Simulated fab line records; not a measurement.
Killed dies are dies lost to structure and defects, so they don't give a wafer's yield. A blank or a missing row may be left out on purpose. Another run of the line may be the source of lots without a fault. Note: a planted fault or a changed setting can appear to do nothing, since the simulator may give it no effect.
Chamber matching -- flow sky130 -- 3 sister chambers for SKY_CONTACT_CVD_00 on pecvd-02
The step deposits Si3N4, target thk 75 nm. 3 wafers are shown with their chamber, then 10 later ones without.

## WAFERS WITH THEIR CHAMBER
wafer,chamber,heater_power_w (W)
L086.4,1,820
L089.1,0,689
L089.4,2,668

## WAFERS WITH NO CHAMBER GIVEN
wafer,heater_power_w (W)
L089.5,850
L091.1,767
L091.3,759
L091.5,717
L096.3,736
L096.4,750
L096.5,671
L097.1,816
L097.4,738
L097.5,822

## CHAMBER TAKEN BY EACH
wafer,from the rows above,in truth
L089.5,1,1
L091.1,can't be placed: 1 or 0 or 2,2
L091.3,can't be placed: 1 or 0 or 2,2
L091.5,can't be placed: 0 or 2 or 1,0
L096.3,can't be placed: 0 or 2 or 1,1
L096.4,can't be placed: 0 or 1 or 2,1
L096.5,can't be placed: 2 or 0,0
L097.1,1,1
L097.4,can't be placed: 0 or 2 or 1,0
L097.5,1,1
Correct placement for 3 of the 10. Can't be placed from these rows: 7 (the true chamber is among the candidates in 7). Number placed wrongly: 0.
How it was worked out, from the rows above alone: a wafer's distance from a chamber is the root of the sum, over the readings, of the square of ((its reading less the chamber's mean) divided by the reading's scatter). If the next closest chamber is less than 2 further off than the closest, the wafer can't be placed; otherwise it belongs to the closest. Each chamber's mean is taken over the wafers shown for it. The scatter: root of mean squared gap, hidden wafer to nearest shown wafer, with one shown wafer a chamber.
